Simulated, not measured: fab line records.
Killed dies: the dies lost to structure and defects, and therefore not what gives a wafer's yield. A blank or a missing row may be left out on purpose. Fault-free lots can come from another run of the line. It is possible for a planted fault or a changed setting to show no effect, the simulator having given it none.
fab line records    flow sky130
record: lots: 7  wafers: 21  last_day: 50
route steps=708 shown METAL4@621 PAD_OPEN@708
lots that met no fault: from a run of the same line without faults
start_h: start of the lot's first displayed wafer, in hours after the record's first day    wait_h: hours elapsed since this lot's preceding step    " repeats the value in the row above    L1.1+2: a row that stands for several wafers    - no value, or no start was given    * or withheld: withheld    < > ~ a bound
route shown NAME@n: a module of which the file shows steps, and the number in the route of the first    usual: average and standard deviation across the fault-free wafers    same: alike in all rows    chamber/n: place in a boat    sites: the reading at each site    _std_site: the values' standard deviation    _edge_site: the outer-site mean with the inner-site mean subtracted    radius_mm: for every site, how far away it sits from the centre of the wafer    mask NAME#n: copy n    behind: the tool/chamber that last shaped the wafer    hold: the reason the lot was held/the length of the hold in hours/how it ended    device: the transistor (n, p or np) that didn't switch    end of line: the same wafers' tests at the end of the route    where a step has no rows: the recipe by itself    killed: count of dies lost to structure and defects at first sort (not the wafer's yield)    map: per-die view of a wafer (x killed, . not killed, _ where there is no die)
set.NAME: the setting the step ran with; set.NAME@STEP: the setting that earlier step ran with    model.NAME: the simulator's own value behind a step, which no gauge read
lots at selected steps of the route; one table per step, one row per wafer
services: when a tool's chamber went out of use (start_h, in hours from the record's first day, below 0 if earlier), for how many hours, and the reason
== steps ==
step: SKY_METAL4_DEHYDRATE_05
recipe: temp_c: 200  time_s: 60
step: SKY_METAL4_HMDS_06
recipe: prime_time_s: 60  prime_temp_c: 120
step: SKY_METAL4_COAT_07
recipe: resist: BARC  temp_c: withheld  time_s: withheld  spin_rpm: 3000  resist_thk_nm: 60
step: SKY_METAL4_COAT_08
recipe: resist: KrF-thick  spin_rpm: 3000  resist_thk_nm: 1140
step: SKY_METAL4_SOFTBAKE_09
recipe: temp_c: 100  time_s: 90  resist: KrF-thick
step: SKY_METAL4_EXPOSE_10
recipe: mask_id: MM4  na: 0.68  source_shape: annular  sigma_inner: 0.4  sigma_outer: 0.8  target_cd_nm: 300  dose_mj: 28
step: SKY_METAL4_PEB_11
recipe: peb_temp_c: withheld  peb_time_s: withheld  resist: KrF-thick
step: SKY_METAL4_DEVELOP_12
recipe: develop_time_s: 60  resist: KrF-thick  dev_temp_c: 21
step: SKY_METAL4_CD_MEAS_13
recipe: target_cd_nm: 300
usual: cd_nm: 299.8/1.3
lot.wafer  tool       chamber  start_h  wait_h  cd_nm
L738.1     cd_sem-02  -        989.60   -       300.1
L738.2     "          -        "        "       299.6
L738.5     "          -        "        "       299.9
L743.1     cd_sem-02  -        1042.41  -       300.7
L743.3     "          -        "        "       300.0
L743.6     "          -        "        "       299.8
L752.2     cd_sem-02  -        1079.03  -       300.1
L752.3     "          -        "        "       298.8
L752.4     "          -        "        "       297.5
L753.1     cd_sem-02  -        1084.06  -       301.3
L753.2     "          -        "        "       302.2
L753.4     "          -        "        "       300.8
L754.1     cd_sem-01  -        1092.51  -       299.0
L754.5     "          -        "        "       298.0
L754.6     "          -        "        "       296.4
L755.2     cd_sem-02  -        1103.13  -       300.0
L755.5     "          -        "        "       300.7
L755.6     "          -        "        "       299.8
L757.1     cd_sem-02  -        1119.15  -       302.0
L757.3     "          -        "        "       300.3
L757.5     "          -        "        "       301.5
step: SKY_METAL4_OVL_MEAS_14
usual: METAL4_OVL: 3/6.2
lot.wafer  tool        chamber  start_h  wait_h  METAL4_OVL[nm]
L738.1     overlay-02  -        989.72   0.1     3
L738.2     "           -        "        "       -1
L738.5     "           -        "        "       3
L743.1     overlay-02  -        1042.53  0.1     6
L743.3     "           -        "        "       11
L743.6     "           -        "        "       6
L752.2     overlay-02  -        1079.14  0.1     -2
L752.3     "           -        "        "       -5
L752.4     "           -        "        "       1
L753.1     overlay-02  -        1084.18  0.1     5
L753.2     "           -        "        "       5
L753.4     "           -        "        "       8
L754.1     overlay-01  -        1092.63  0.1     6
L754.5     "           -        "        "       7
L754.6     "           -        "        "       7
L755.2     overlay-01  -        1103.24  0.1     9
L755.5     "           -        "        "       10
L755.6     "           -        "        "       8
L757.1     overlay-02  -        1119.27  0.1     -6
L757.3     "           -        "        "       -6
L757.5     "           -        "        "       1
step: SKY_METAL4_DESCUM_15
recipe: chemistry: O2  source_power_w: 150  bias_power_w: 0  pressure_mtorr: 10  temp_c: 40  time_s: 8
usual: chamber_pressure_mTorr: 10.000/0.0097  drypump_motor_current_A: 5.8/0.36  he_backside_leak_sccm: 3.4/0.42  oes_product_au: 1.006/0.014
lot.wafer  tool          chamber  start_h  wait_h  chamber_pressure_mTorr  drypump_motor_current_A  he_backside_leak_sccm  oes_product_au  rf_hours_counter_h
L738.1     rie_metal-03  1        989.76   0.0     10.003                  5.4                      3.1                    0.988           18
L738.2     "             1        "        "       10.012                  5.4                      3.2                    0.983           -
L738.5     "             1        "        "       9.994                   5.3                      3.2                    0.991           -
L743.1     rie_metal-03  1        1042.57  0.0     9.999                   5.3                      3.0                    0.992           22
L743.3     "             1        "        "       9.988                   5.4                      3.4                    0.998           -
L743.6     "             1        "        "       10.000                  5.4                      3.4                    0.998           -
L752.2     rie_metal-04  1        1079.17  0.0     9.992                   5.9                      3.5                    1.001           10
L752.3     "             0        "        "       9.992                   5.9                      3.4                    1.020           -
L752.4     "             1        "        "       9.994                   5.9                      3.6                    1.009           -
L753.1     rie_metal-02  0        1084.22  0.0     10.003                  6.0                      3.2                    0.993           21
L753.2     "             1        "        "       9.992                   6.5                      3.6                    0.997           23
L753.4     "             0        "        "       10.020                  6.0                      3.2                    1.000           -
L754.1     rie_metal-04  1        1092.67  0.0     9.998                   5.9                      3.8                    1.006           11
L754.5     "             1        "        "       10.014                  5.9                      3.3                    1.010           -
L754.6     "             0        "        "       10.005                  5.8                      3.1                    1.033           -
L755.2     rie_metal-04  0        1103.27  0.0     10.001                  5.8                      3.3                    1.027           10
L755.5     "             1        "        "       9.994                   5.9                      3.5                    1.012           -
L755.6     "             0        "        "       9.999                   5.8                      3.1                    1.035           -
L757.1     rie_metal-03  0        1119.31  0.0     10.000                  5.3                      3.4                    0.997           20
L757.3     "             0        "        "       10.013                  5.3                      3.4                    1.004           -
L757.5     "             1        "        "       10.008                  5.3                      3.2                    0.983           -
step: SKY_METAL4_ETCH_16
recipe: chemistry: N2/H2  target: BARC  ion_energy_ev: 200  bias_w: 100  pressure_mtorr: 30  n2_flow_sccm: 100  h2_flow_sccm: 200  icp_w: 500  stop_on: SiO2  time_s: 88.2  target_depth_a: 600
usual: chamber_pressure_mTorr: 29.996/0.028  drypump_motor_current_A: 5.8/0.36  he_backside_leak_sccm: 3.4/0.4  oes_product_au: 0.625/0.0047  rf_fwd_power_W: 496.3/2  throttle_valve_pct: 13.204/0.0093
lot.wafer  tool          chamber  start_h  wait_h  chamber_pressure_mTorr  drypump_motor_current_A  he_backside_leak_sccm  oes_product_au  rf_fwd_power_W  rf_hours_counter_h  throttle_valve_pct
L738.1     rie_metal-03  1        989.82   0.1     30.006                  5.4                      3.2                    0.630           496.8           18                  13.205
L738.2     "             1        "        "       30.049                  5.4                      2.7                    0.626           499.2           -                   13.202
L738.5     "             1        "        "       30.008                  5.4                      2.7                    0.628           500.3           -                   13.203
L743.1     rie_metal-03  1        1042.61  0.0     30.020                  5.4                      3.3                    0.622           496.5           22                  13.198
L743.3     "             1        "        "       30.003                  5.4                      2.8                    0.625           496.5           -                   13.205
L743.6     "             1        "        "       30.003                  5.4                      3.2                    0.609           497.7           -                   13.206
L752.2     rie_metal-04  1        1079.20  0.0     30.017                  5.9                      3.6                    0.619           498.0           10                  13.194
L752.3     "             0        "        "       29.987                  5.8                      3.0                    0.625           495.1           -                   13.209
L752.4     "             1        "        "       30.041                  5.9                      3.7                    0.626           497.4           -                   13.204
L753.1     rie_metal-02  0        1084.25  0.0     30.037                  6.0                      3.3                    0.625           495.0           21                  13.207
L753.2     "             1        "        "       30.037                  6.4                      4.4                    0.626           499.2           23                  13.200
L753.4     "             0        "        "       30.036                  6.0                      3.2                    0.623           496.1           -                   13.198
L754.1     rie_metal-04  1        1092.70  0.0     30.003                  6.0                      3.6                    0.632           497.1           11                  13.200
L754.5     "             1        "        "       30.016                  5.9                      3.5                    0.627           496.6           -                   13.230
L754.6     "             0        "        "       29.966                  5.9                      3.2                    0.629           494.8           -                   13.209
L755.2     rie_metal-04  0        1103.30  0.0     29.980                  5.8                      3.1                    0.635           493.7           10                  13.210
L755.5     "             1        "        "       29.991                  5.9                      3.4                    0.625           497.9           -                   13.213
L755.6     "             0        "        "       29.974                  5.8                      3.2                    0.626           492.7           -                   13.221
L757.1     rie_metal-03  0        1119.34  0.0     30.013                  5.3                      3.5                    0.623           492.8           20                  13.201
L757.3     "             0        "        "       29.997                  5.3                      3.3                    0.619           493.6           -                   13.198
L757.5     "             1        "        "       30.022                  5.4                      3.7                    0.625           499.0           -                   13.177
step: SKY_METAL4_ETCH_17
recipe: target: SiO2  stop_on: TiN  chemistry: C4F8/O2/Ar  source_w: 1500  bias_w: 1200  pressure_mtorr: 40  c4f8_flow_sccm: withheld  O2_flow_sccm: 6  Ar_flow_sccm: 300  time_s: 3.9  target_depth_a: 150
usual: chamber_pressure_mTorr: 40.00/0.036  oes_product_au: 0.754/0.0068  rf_fwd_power_W: 1470/7.5
lot.wafer  tool         chamber  start_h  wait_h  chamber_pressure_mTorr  oes_product_au  rf_fwd_power_W  rf_hours_counter_h
L738.1     rie_diel-03  1        990.02   0.2     40.08                   0.748           1481            21
L738.2     "            2        "        "       39.95                   0.753           1469            13
L738.5     "            1        "        "       40.03                   0.754           1478            -
L743.1     rie_diel-01  2        1042.74  0.1     39.97                   0.753           1456            4
L743.3     "            3        "        "       40.02                   0.747           1470            17
L743.6     "            0        "        "       39.97                   0.755           1467            -
L752.2     rie_diel-03  1        1079.30  0.1     39.94                   0.756           1718            24
L752.3     "            2        "        "       40.00                   0.757           1705            -
L752.4     "            1        "        "       40.00                   0.765           1727            -
L753.1     rie_diel-03  1        1084.35  0.1     40.04                   0.745           1714            25
L753.2     "            2        "        "       39.93                   0.746           1699            17
L753.4     "            2        "        "       40.01                   0.763           1707            -
L754.1     rie_diel-03  3        1092.80  0.1     40.03                   0.746           1694            18
L754.5     "            3        "        "       40.01                   0.748           1701            -
L754.6     "            2        "        "       39.99                   0.748           1700            -
L755.2     rie_diel-02  1        1103.40  0.1     40.03                   0.749           1456            20
L755.5     "            2        "        "       39.97                   0.768           1474            -
L755.6     "            3        "        "       39.99                   0.759           1464            -
L757.1     rie_diel-01  1        1119.44  0.1     40.03                   0.762           1469            22
L757.3     "            2        "        "       40.00                   0.755           1462            6
L757.5     "            3        "        "       39.99                   0.751           1474            -
step: SKY_METAL4_METAL_ETCH_18
recipe: target_depth_a: 8450  stop_on: SiO2  over_etch_frac: 0.3  time_s: 183.1  chemistry: Cl2/BCl3  resist_sidewall_deg: 88  pressure_mtorr: 10  icp_w: 900  bias_w: 48.5  Cl2_flow_sccm: 60  bcl3_flow_sccm: 30
usual: chamber_pressure_mTorr: 10.000/0.0087  drypump_motor_current_A: 5.9/0.41  he_backside_leak_sccm: 3.4/0.32  mfc_cl2_sccm: 59.99/0.17  oes_product_au: 0.867/0.0076  rf_fwd_power_W: 896.7/2.7  throttle_valve_pct: 22.265/0.0096
same: over_etch_frac: 0.3
lot.wafer  tool          chamber  start_h  wait_h  chamber_pressure_mTorr  drypump_motor_current_A  he_backside_leak_sccm  mfc_cl2_sccm  oes_product_au  rf_fwd_power_W  rf_hours_counter_h  throttle_valve_pct
L738.1     rie_metal-02  0        990.04   0.0     10.014                  6.0                      3.0                    60.22         0.868           896.2           14                  22.288
L738.2     "             1        "        "       10.001                  6.5                      3.7                    60.40         0.866           895.2           16                  22.258
L738.5     "             1        "        "       9.991                   6.5                      3.8                    60.18         0.865           894.5           -                   22.273
L743.1     rie_metal-02  0        1042.76  0.0     9.997                   6.0                      3.3                    59.92         0.865           898.9           17                  22.263
L743.3     "             0        "        "       10.004                  6.0                      3.2                    59.92         0.869           893.5           -                   22.276
L743.6     "             1        "        "       10.008                  6.5                      3.9                    59.98         0.873           898.3           -                   22.248
L752.2     rie_metal-03  0        1079.38  0.1     10.019                  5.3                      3.3                    59.91         0.872           890.9           -                   22.268
L752.3     "             0        "        "       9.991                   5.3                      3.4                    59.95         0.854           892.3           -                   22.251
L752.4     "             0        "        "       10.007                  5.3                      3.3                    59.86         0.855           891.9           -                   22.256
L753.1     rie_metal-04  1        1084.38  0.0     10.000                  5.9                      3.6                    59.86         0.866           898.8           10                  22.247
L753.2     "             0        "        "       9.994                   5.8                      3.1                    59.78         0.864           893.8           8                   22.270
L753.4     "             1        "        "       9.995                   5.9                      3.7                    60.13         0.858           895.0           -                   22.262
L754.1     rie_metal-02  0        1092.82  0.0     9.997                   6.0                      3.3                    60.02         0.853           900.1           21                  22.271
L754.5     "             0        "        "       9.999                   6.0                      3.2                    59.87         0.851           896.9           -                   22.272
L754.6     "             1        "        "       9.989                   6.4                      3.6                    59.92         0.877           898.7           -                   22.266
L755.2     rie_metal-03  1        1103.42  0.0     10.002                  5.3                      3.3                    60.03         0.884           896.8           1                   22.267
L755.5     "             0        "        "       9.999                   5.3                      3.4                    59.76         0.862           894.8           -                   22.263
L755.6     "             1        "        "       9.993                   5.4                      3.1                    59.96         0.871           896.0           -                   22.264
L757.1     rie_metal-04  1        1119.46  0.0     10.017                  5.9                      3.4                    60.26         0.870           894.5           13                  22.268
L757.3     "             1        "        "       10.000                  5.9                      3.5                    60.07         0.861           898.4           -                   22.256
L757.5     "             0        "        "       9.996                   5.8                      3.2                    59.93         0.874           894.9           -                   22.266
step: SKY_PAD_OPEN_PROBE_99
usual: defect_limited_yield: 82.7/1.9  killed_at_M0_to_M3: 43/6.8  killed_at_M4_up: 3.0/1.8  killed_at_contacts: 23/5.4  killed_at_front_end: 15/4.4  killed_at_other: 0.3/0.51  killed_dies: 85/9.2  killed_open: 47/6.8  killed_short: 39/6.8  sort_bin_3_pad_short: 0.8/0.43  sort_bin_5_function: 10.3/1.5  sort_bin_6_memory: 6.2/0.96  sort_n_pass: 407/9.2  sort_yield_pct: 82.7/1.9
same: gross_dies: 492  killed_at_back_side: 0  sort_bin_4_leakage[%]: 0  sort_bin_8_speed[%]: 0
lot.wafer  tool       chamber  start_h  wait_h  defect_limited_yield[%]  killed_at_M0_to_M3  killed_at_M4_up  killed_at_contacts  killed_at_front_end  killed_at_other  killed_dies  killed_open  killed_short  sort_bin_3_pad_short[%]  sort_bin_5_function[%]  sort_bin_6_memory[%]  sort_n_pass  sort_yield_pct[%]
L738.1     prober-02  -        1084.48  0.1     81.1                     49                  5                23                  16                   0                93           49           44            1.6                      10.2                    7.1                   399          81.1
L738.2     prober-02  -        1084.53  0.1     82.9                     52                  1                11                  20                   0                84           49           35            0.6                      10.4                    6.1                   408          82.9
L738.5     prober-02  -        1084.68  0.2     84.1                     36                  4                23                  14                   1                78           35           43            1.2                      8.5                     6.1                   414          84.1
L752.2     prober-02  -        1164.33  0.1     83.5                     51                  1                8                   21                   0                81           44           37            0.6                      9.6                     6.3                   411          83.5
L752.3     prober-02  -        1164.38  0.2     82.5                     41                  2                30                  13                   0                86           61           25            0.6                      10.8                    6.1                   406          82.5
L752.4     prober-02  -        1164.43  0.2     84.6                     45                  1                15                  15                   0                76           35           41            1.0                      9.1                     5.3                   416          84.6
L753.1     prober-01  -        1166.24  0.1     80.5                     57                  5                20                  14                   0                96           45           51            1.2                      10.0                    8.3                   396          80.5
L753.2     prober-01  -        1166.29  0.1     85.8                     32                  0                26                  12                   0                70           35           35            0.4                      8.9                     4.9                   422          85.8
L753.4     prober-01  -        1166.39  0.2     77.8                     54                  9                23                  23                   0                109          57           52            0.8                      14.6                    6.7                   383          77.8
L757.3     prober-02  -        1197.97  0.2     82.5                     45                  6                22                  13                   0                86           47           39            0.4                      9.6                     7.5                   406          82.5
killed by level:class
L738.1 CONTACT:geometric_particle:open=11 VIA2:geometric_particle:open=10 VIA1:geometric_particle:open=9 METAL2:geometric_particle:short=7 CONTACT:geometric_particle:short=6 VIA2:geometric_particle:short=6 FIELD_ISO:geometric_particle:open=5 METAL4:geometric_particle:short=5
L738.2 VIA3:geometric_particle:open=12 VIA2:geometric_particle:open=10 VIA1:geometric_particle:open=7 FIELD_ISO:geometric_particle:open=5 POLY_GATE:geometric_particle:short=5 POLY_GATE:geometric_particle:open=5 METAL1:geometric_particle:short=5 VIA1:geometric_particle:short=4
L738.5 CONTACT:geometric_particle:open=8 LI_CONTACT:geometric_particle:open=7 METAL1:geometric_particle:short=7 VIA1:geometric_particle:open=7 FIELD_ISO:geometric_particle:short=6 VIA1:geometric_particle:short=6 VIA3:geometric_particle:open=5 METAL4:geometric_particle:short=4
L752.2 VIA1:geometric_particle:open=16 FIELD_ISO:geometric_particle:open=7 METAL1:geometric_particle:short=6 VIA2:geometric_particle:open=6 VIA3:geometric_particle:short=6 METAL2:geometric_particle:short=5 POLY_GATE:geometric_particle:open=4 VIA3:geometric_particle:open=4
L752.3 CONTACT:geometric_particle:open=15 VIA1:geometric_particle:open=10 LI_CONTACT:geometric_particle:open=10 VIA2:geometric_particle:open=10 FIELD_ISO:geometric_particle:open=6 METAL3:geometric_particle:short=5 VIA1:geometric_particle:short=4 POLY_GATE:geometric_particle:open=3
L752.4 VIA1:geometric_particle:open=11 METAL2:geometric_particle:short=7 VIA3:geometric_particle:open=6 METAL1:geometric_particle:short=6 CONTACT:geometric_particle:open=5 FIELD_ISO:geometric_particle:short=4 LOCAL_INTERCONNECT:geometric_particle:short=4 POLY_GATE:geometric_particle:short=4
L753.1 METAL3:geometric_particle:short=11 VIA1:geometric_particle:open=10 METAL2:geometric_particle:short=8 VIA2:geometric_particle:open=7 CONTACT:geometric_particle:open=6 FIELD_ISO:geometric_particle:open=5 LI_CONTACT:geometric_particle:open=5 VIA3:geometric_particle:open=5
L753.2 CONTACT:geometric_particle:open=11 VIA2:geometric_particle:open=6 LOCAL_INTERCONNECT:geometric_particle:short=5 VIA1:geometric_particle:short=5 FIELD_ISO:geometric_particle:short=4 METAL2:geometric_particle:short=4 CONTACT:geometric_particle:short=4 VIA1:geometric_particle:open=4
L753.4 CONTACT:geometric_particle:open=10 VIA1:geometric_particle:open=10 METAL1:geometric_particle:short=9 METAL2:geometric_particle:short=7 FIELD_ISO:geometric_particle:short=6 METAL1:geometric_particle:open=6 POLY_GATE:geometric_particle:short=5 LI_CONTACT:geometric_particle:open=5
L757.3 VIA2:geometric_particle:open=10 CONTACT:geometric_particle:open=9 VIA1:geometric_particle:open=6 METAL2:geometric_particle:short=6 VIA3:geometric_particle:open=6 CONTACT:geometric_particle:short=5 METAL1:geometric_particle:short=5 LOCAL_INTERCONNECT:geometric_particle:short=4
== services ==
tool          chamber  start_h  hours  kind
rie_diel-03   3        977.63   2.0    repair
rie_metal-04  1        984.65   1.3    repair
rie_metal-03  0        987.24   25.1   repair
rie_diel-03   0        996.29   115.3  repair
rie_metal-03  -        999.42   0.6    repair
rie_diel-03   2        1006.80  2.0    repair
rie_diel-03   2        1011.03  3.7    repair
rie_diel-03   3        1019.48  5.2    repair
rie_diel-03   1        1039.47  5.5    repair
rie_metal-03  -        1047.56  2.8    pm
rie_diel-01   -        1049.45  4.3    pm
rie_diel-01   3        1055.42  2.0    repair
rie_metal-03  1        1059.65  -      clean
rie_metal-03  1        1059.65  24.7   scheduled_down
rie_metal-03  1        1059.65  24.7   vent_cycle
rie_diel-03   3        1064.53  21.6   repair
rie_diel-03   1        1118.81  2.8    repair
== key ==
first_sign: step: SKY_METAL4_ETCH_17  reading: rf_fwd_power_W  direction: up  sigmas: 32  usual: 1470  struck: 1707
effect none on later readings
met_at SKY_METAL4_ETCH_17
struck_wafers L752.2,L752.3,L752.4,L753.1,L753.2,L753.4,L754.1,L754.5,L754.6
onset_between 990.02 1079.30
fault: kind: process_parameter_drift  tool: rie_diel-03  chamber: -  onset_h: 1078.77  steps: SKY_METAL4_ETCH_17  channel: source_w  offset: 240  shape: step  end_h: 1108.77  acts_in: these_recipes_only  stated: 1500
